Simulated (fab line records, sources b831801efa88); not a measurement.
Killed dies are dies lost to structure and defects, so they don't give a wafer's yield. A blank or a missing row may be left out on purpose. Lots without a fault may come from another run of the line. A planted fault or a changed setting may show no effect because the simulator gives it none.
One fault seen from 2 desks | flow sfq_line | each desk has only its own numbers; what lay behind them comes last

THE TOOL OWNER'S DESK: pecvd-04
The tool's own readings at SFQ_TRILAYER_I1_DEP_PECVD_045 (deposits SiO2 from SiH4/N2O, time 111.11 s, target thk 500 nm): means of the sampled wafers that have a number, for each lot that ran on this tool. A lot is out of limits, marked OUT, if its mean lies more than 4 standard deviations from the usual mean; the brackets give that distance.
Columns: A = heater_power_w at SFQ_TRILAYER_I1_DEP_PECVD_045, usual 77 W; B = run_length_s at SFQ_TRILAYER_I1_DEP_PECVD_045, usual 139.4 s; C = throttle_valve_pct at SFQ_TRILAYER_I1_DEP_PECVD_045, usual 25.1 %
lot  | first seen here | A  | B                | C
L609 | day 19 03:31    | 73 | 139.2            | 23.1
L620 | day 20 13:41    | 88 | 143.0 (+6.4) OUT | 23.5
L621 | day 20 19:41    | 80 | 140.8            | 23.1
This desk's finding: out of limits on L620; first on L620, day 20 13:41 (run_length_s at SFQ_TRILAYER_I1_DEP_PECVD_045). In limits: L609, L621.

THE METROLOGY DESK
What the gauges read, lot by lot, whatever tool the lot ran on: means of the sampled wafers that have a number. A lot is out of limits, marked OUT, if its mean lies more than 4 standard deviations from the usual mean; the brackets give that distance.
Columns: A = M1_OVL at SFQ_M1_OVL_MEAS_911, usual 2 nm
lot  | first seen here | A
L602 | day 18 13:19    | 6
L609 | day 19 02:31    | 5
L620 | day 20 12:42    | 7
L621 | day 20 18:43    | 7
L623 | day 34 12:29    | -3
L624 | day 34 16:05    | 4
This desk's finding: nothing out of limits on any of the 6 lots.

PUT TOGETHER
The tool owner's desk could have raised an alarm at day 20 13:41, on L620.
The metrology desk saw nothing out of limits.
The metrology desk has L620 on record, within its limits.
Of the lots named, all ran SFQ_TRILAYER_I1_DEP_PECVD_045 on pecvd-04.

WHAT THE SIMULATOR HAD PUT IN
Process parameter drift: pecvd-04, from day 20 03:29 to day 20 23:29, at SFQ_TRILAYER_I1_DEP_PECVD_045. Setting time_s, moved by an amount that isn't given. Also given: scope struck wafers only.
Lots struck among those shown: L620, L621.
Hours from the fault's start to each desk's first reading out of limits: the tool owner's desk, 10.
